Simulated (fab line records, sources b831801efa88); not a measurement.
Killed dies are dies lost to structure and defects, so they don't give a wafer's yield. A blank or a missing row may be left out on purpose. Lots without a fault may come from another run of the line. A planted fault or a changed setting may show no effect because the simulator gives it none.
Which tool did it? | flow sky130 | 24 lots, 72 wafers sampled, at 3 steps of a route of 708

WHAT THE GAUGES READ, wafer by wafer
SKY_LOCAL_INTERCONNECT_OVL_MEAS_12. Usual: LOCAL_INTERCONNECT_OVL 3 nm, standard deviation 5.6.
lot  | measured     | on         | LOCAL_INTERCONNECT_OVL (nm) | flag
L074 | day 30 11:01 | overlay-01 | 5 13 8                      |
L075 | day 30 11:14 | overlay-01 | 9 16 8                      |
L076 | day 31 07:40 | overlay-02 | 1 4 2                       |
L077 | day 31 11:48 | overlay-02 | -1 5 1                      |
L078 | day 31 16:15 | overlay-02 | 2 -2 4                      |
L079 | day 31 12:17 | overlay-02 | 5 -2 6                      |
L080 | day 32 19:18 | overlay-01 | 2 -2 1                      |
L081 | day 32 23:38 | overlay-01 | 10 6 7                      |
L082 | day 33 07:05 | overlay-02 | 2 -7 -5                     |
L084 | day 33 20:35 | overlay-01 | -6 -3 -8                    |
L083 | day 33 07:26 | overlay-01 | 8 6 6                       |
L085 | day 33 09:05 | overlay-01 | 0 -3 1                      |
L086 | day 34 14:52 | overlay-02 | 7 3 9                       |
L087 | day 34 21:35 | overlay-02 | 3 8 7                       |
L088 | day 35 13:59 | overlay-01 | 8 7 5                       |
L089 | day 35 19:33 | overlay-01 | 7 3 6                       |
L090 | day 35 18:06 | overlay-02 | 1 5 2                       |
L091 | day 35 21:16 | overlay-02 | -12 -3 -7                   |
L092 | day 36 01:00 | overlay-02 | 2 2 5                       |
L093 | day 37 02:50 | overlay-01 | -6 -2 -6                    |
L094 | day 37 07:23 | overlay-01 | -2 -4 -8                    |
L095 | day 37 08:23 | overlay-01 | 5 3 4                       |
L096 | day 37 12:22 | overlay-02 | -1 -4 5                     |
L097 | day 37 13:48 | overlay-01 | 9 9 14                      |

WHICH TOOL RAN EACH LOT (tool, then ch and the chambers of the sampled wafers, then the start)
lot  | SKY_NWELL_STRIP_25                   | SKY_LOCAL_INTERCONNECT_SPUTTER_00
L074 | plasma_asher-04 ch 0,1, day 5 12:34  | pvd_sputter-02, day 29 07:48
L075 | plasma_asher-01 ch 0,1, day 5 13:18  | pvd_sputter-03, day 29 11:13
L076 | plasma_asher-02 ch 0,1, day 5 19:05  | pvd_sputter-02, day 30 10:59
L077 | plasma_asher-01 ch 0,1, day 6 01:28  | pvd_sputter-04, day 30 12:39
L078 | plasma_asher-04 ch 0,1, day 6 07:43  | pvd_sputter-02, day 30 14:47
L079 | plasma_asher-01 ch 0,1, day 6 10:46  | pvd_sputter-02, day 30 12:42
L080 | plasma_asher-01 ch 0,1, day 6 18:46  | pvd_sputter-03, day 31 15:31
L081 | plasma_asher-04 ch 0,1, day 7 03:22  | pvd_sputter-04, day 31 20:24
L082 | plasma_asher-02 ch 0,1, day 7 14:52  | pvd_sputter-02, day 32 04:37
L084 | plasma_asher-01 ch 0,1, day 7 17:31  | pvd_sputter-04, day 32 18:24
L083 | plasma_asher-02 ch 0,1, day 7 18:04  | pvd_sputter-03, day 32 05:10
L085 | plasma_asher-04 ch 0,1, day 7 22:43  | pvd_sputter-04, day 32 07:13
L086 | plasma_asher-04 ch 0,1, day 8 09:15  | pvd_sputter-02, day 33 12:30
L087 | plasma_asher-02 ch 0,1, day 8 15:28  | pvd_sputter-03, day 33 18:55
L088 | plasma_asher-01 ch 0,1, day 9 02:07  | pvd_sputter-04, day 34 11:17
L089 | plasma_asher-01 ch 0,1, day 9 06:23  | pvd_sputter-04, day 34 16:12
L090 | plasma_asher-01 ch 0,1, day 9 12:22  | pvd_sputter-02, day 34 15:47
L091 | plasma_asher-04 ch 0,1, day 9 16:36  | pvd_sputter-03, day 34 19:17
L092 | plasma_asher-02 ch 0,1, day 9 23:04  | pvd_sputter-02, day 34 22:36
L093 | plasma_asher-01 ch 1, day 10 05:25   | pvd_sputter-02, day 36 01:00
L094 | plasma_asher-01 ch 0,1, day 10 15:34 | pvd_sputter-02, day 36 05:25
L095 | plasma_asher-01 ch 0,1, day 10 21:49 | pvd_sputter-04, day 36 06:40
L096 | plasma_asher-04 ch 0,1, day 11 01:28 | pvd_sputter-03, day 36 10:09
L097 | plasma_asher-01 ch 1, day 11 03:04   | pvd_sputter-02, day 36 11:25
- SKY_NWELL_STRIP_25: strips in O2/N2.
- SKY_LOCAL_INTERCONNECT_SPUTTER_00: material TiN, target thk 100 nm, time 83.3 s.

WHAT THE TOOLS THEMSELVES READ (means of the sampled wafers that have a number; where no wafer has one, the mark that the record gives instead)
SKY_NWELL_STRIP_25. Usual: drypump_motor_current_A 5.5 A, standard deviation 0.53; oes_product_au 0.722 a.u., standard deviation 0.0043; strip_time_to_endpoint_s 36.93 s, standard deviation 0.078.
lot  | tool            | drypump_motor_current_A (A) | oes_product_au (a.u.) | strip_time_to_endpoint_s (s) | flag
L074 | plasma_asher-04 | 5.5                         | 0.726                 | 36.97                        |
L075 | plasma_asher-01 | 5.1                         | 0.721                 | 36.93                        |
L076 | plasma_asher-02 | 5.8                         | 0.718                 | 36.99                        |
L077 | plasma_asher-01 | 5.1                         | 0.720                 | 36.87                        |
L078 | plasma_asher-04 | 5.5                         | 0.724                 | 36.98                        |
L079 | plasma_asher-01 | 5.2                         | 0.724                 | 36.95                        |
L080 | plasma_asher-01 | 5.4                         | 0.726                 | 36.89                        |
L081 | plasma_asher-04 | 5.3                         | 0.721                 | 36.97                        |
L082 | plasma_asher-02 | 5.8                         | 0.721                 | 37.01                        |
L084 | plasma_asher-01 | 5.1                         | 0.723                 | 36.90                        |
L083 | plasma_asher-02 | 5.8                         | 0.722                 | 36.97                        |
L085 | plasma_asher-04 | 5.3                         | 0.718                 | 36.78                        |
L086 | plasma_asher-04 | 5.5                         | 0.725                 | 36.91                        |
L087 | plasma_asher-02 | 6.3                         | 0.718                 | 36.97                        |
L088 | plasma_asher-01 | 5.4                         | 0.724                 | 36.88                        |
L089 | plasma_asher-01 | 5.1                         | 0.723                 | 36.93                        |
L090 | plasma_asher-01 | 5.4                         | 0.723                 | 36.85                        |
L091 | plasma_asher-04 | 5.4                         | 0.722                 | 36.91                        |
L092 | plasma_asher-02 | 5.8                         | 0.722                 | 36.94                        |
L093 | plasma_asher-01 | 5.7                         | 0.720                 | 36.95                        |
L094 | plasma_asher-01 | 5.1                         | 0.719                 | 36.94                        |
L095 | plasma_asher-01 | 5.4                         | 0.719                 | 37.02                        |
L096 | plasma_asher-04 | 5.5                         | 0.719                 | 37.05                        |
L097 | plasma_asher-01 | 5.6                         | 0.723                 | 36.97                        |

SKY_LOCAL_INTERCONNECT_SPUTTER_00. Usual: throttle_valve_pct 30.2 %, standard deviation 0.67.
lot  | tool           | throttle_valve_pct (%) | flag
L074 | pvd_sputter-02 | 30.4                   |
L075 | pvd_sputter-03 | 30.6                   |
L076 | pvd_sputter-02 | 30.7                   |
L077 | pvd_sputter-04 | 29.5                   |
L078 | pvd_sputter-02 | 30.6                   |
L079 | pvd_sputter-02 | 30.6                   |
L080 | pvd_sputter-03 | 30.3                   |
L081 | pvd_sputter-04 | 29.1                   |
L082 | pvd_sputter-02 | 30.4                   |
L084 | pvd_sputter-04 | 29.5                   |
L083 | pvd_sputter-03 | 30.5                   |
L085 | pvd_sputter-04 | 29.6                   |
L086 | pvd_sputter-02 | 30.2                   |
L087 | pvd_sputter-03 | 30.7                   |
L088 | pvd_sputter-04 | 29.3                   |
L089 | pvd_sputter-04 | 29.4                   |
L090 | pvd_sputter-02 | 30.3                   |
L091 | pvd_sputter-03 | 30.6                   |
L092 | pvd_sputter-02 | 30.4                   |
L093 | pvd_sputter-02 | 30.0                   |
L094 | pvd_sputter-02 | 30.3                   |
L095 | pvd_sputter-04 | 29.0                   |
L096 | pvd_sputter-03 | 30.6                   |
L097 | pvd_sputter-02 | 30.6                   |

THE ANSWER, worked out from the rows above alone
Rule: a lot is off if the mean of its wafers that have a number lies more than 3 standard deviations from the usual mean. A lot without any number at a reading at which 4 lots or more have one is off too. The other lots that the step has rows for count as sound. The gauges are gone through in route order, then the tools' own readings, and for those a lot's mean is taken as printed above. The first step at which some lot is off is used, and at that step the reading that is off furthest; a lot without a number counts as furthest.
No lot is off at any reading shown: from this, nothing can be told.

WHAT THE SIMULATOR HAD PUT IN
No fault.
